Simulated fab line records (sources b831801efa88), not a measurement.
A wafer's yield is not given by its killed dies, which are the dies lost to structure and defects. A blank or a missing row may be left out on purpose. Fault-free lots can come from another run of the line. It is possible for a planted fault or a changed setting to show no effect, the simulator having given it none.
Split-lot experiment	flow sfq-line	23 wafers read from 5 lots, route of 325 steps

== ABOUT THE SPLIT ==
At SFQ_TRILAYER_I7_DEP_PECVD_183 (deposits SiO2 from SiH4/N2O, time 111.11 s, target thk 500 nm), the setting time-s was moved away from the recipe's 111.11 s on 7 of the 23 wafers read, by -12.1% to -6.8%. For the rest of the wafers, this setting stayed at what the recipe calls for.

The split's own step is where the reading is taken.

== THE READING ==
SiO2_of_TRILAYER_I7_DEP_PECVD_183.thk-nm (the simulator's own value, which no gauge read), in nm, at SFQ_TRILAYER_I7_DEP_PECVD_183 (deposits SiO2 from SiH4/N2O, time 111.11 s, target thk 500 nm). The file gives no usual value for it. Average 497.5 nm, standard deviation 5.1 nm, over the 16 wafers here run with the recipe.

wafer	tool, chamber at the split	time-s as run, s	against the recipe	SiO2_of_TRILAYER_I7_DEP_PECVD_183.thk-nm, nm	against lot-mates on the recipe
L075.3	pecvd-02, 1	111.11	recipe	496.8	-
L075.4	pecvd-02, 1	111.11	recipe	496.1	-
L075.5	pecvd-02, 2	111.11	recipe	501.4	-
L079.1	pecvd-04, 2	111.11	recipe	492.9	-
L079.2	pecvd-04, 0	111.11	recipe	492.7	-
L079.4	pecvd-04, 1	102.1	-8.1%	468.9	-23.9
L079.5	pecvd-04, 0	102.1	-8.1%	464.6	-28.2
L079.6	pecvd-04, 2	102.1	-8.1%	458.1	-34.7
L080.1	pecvd-04, 2	111.11	recipe	493.9	-
L080.2	pecvd-04, 0	103.5	-6.8%	458.8	-42.4
L080.3	pecvd-04, 1	111.11	recipe	505.9	-
L080.4	pecvd-04, 0	111.11	recipe	503.8	-
L080.5	pecvd-04, 1	103.5	-6.8%	475.5	-25.7
L081.1	pecvd-04, 1	111.11	recipe	498.7	-
L081.2	pecvd-04, 0	111.11	recipe	488.3	-
L081.3	pecvd-04, 2	111.11	recipe	492.3	-
L081.5	pecvd-04, 1	111.11	recipe	504.7	-
L081.6	pecvd-04, 2	111.11	recipe	498.5	-
L083.2	pecvd-04, 0	111.11	recipe	493.7	-
L083.3	pecvd-04, 2	111.11	recipe	496.4	-
L083.4	pecvd-04, 1	97.68	-12.1%	447.1	-50.9
L083.5	pecvd-04, 0	97.68	-12.1%	438.9	-59.1
L083.6	pecvd-04, 2	111.11	recipe	504	-

FIT RESULTS
A straight line over all 23 wafers: SiO2_of_TRILAYER_I7_DEP_PECVD_183.thk-nm changes by +4.38 nm for each +1% of time-s; r = +0.96; the points scatter about the line by 5.6 nm.
The same after taking each lot's own level away (the mean of its wafers on the recipe; 23 wafers): +4.3 nm for each +1%; r = +0.96; scatter 5.8 nm.
On that fit, the largest move of time-s shifts the reading by 52 nm.
The lots' own levels span 492.80 to 501.20 nm, that is 1.7 times the standard deviation above.
The two slopes are in agreement: the lot-to-lot level therefore moves the slope only a little.
Check: for one of the wafers moved furthest among these (-12.1%), held out of the fit, the line's prediction against its lot-mates is -52.2 nm. Against them it came out at -50.9 nm.

== THE OTHER SPLITS THESE WAFERS WENT THROUGH ==
Before the reading, these wafers also passed through other splits. Each is held against what the fit with the lots' levels taken away leaves over:
other split on the same wafers	wafers away from the commonest value	r with SiO2_of_TRILAYER_I7_DEP_PECVD_183.thk-nm (lot level and that fit taken away)
SFQ_TRILAYER_I6_DEP_PECVD_165 time-s	7	-0.09
SFQ_TRILAYER_I6_VIA_LITHO_EXPOSE_170 dose-mj	8	-0.36
SFQ_TRILAYER_M7_DEP_SPUTTER_175 time-s	5	+0.02
SFQ_TRILAYER_M7_LITHO_COAT_182 spin-rpm	5	-0.18

== THE WHOLE CHAIN: every reading that the file lists as answering this split, in the file's order ==
step	what it does	reading	change (the file's fit)	r (the file's)
SFQ_TRILAYER_I7_DEP_PECVD_183	deposits SiO2 from SiH4/N2O, time 111.11 s, target thk 500 nm	SiO2_of_TRILAYER_I7_DEP_PECVD_183.thk-nm (the simulator's own value, which no gauge read)	+4.38 nm for each +1% of the setting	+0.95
SFQ_TRILAYER_I7_CMP_CMP_184	polishes SiO2	time-to-endpoint-s	withheld for each +1% of the setting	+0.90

== FILE'S OWN FIT ==
SiO2_of_TRILAYER_I7_DEP_PECVD_183.thk-nm changes by +4.38 nm for each +1% of time-s, r = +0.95.
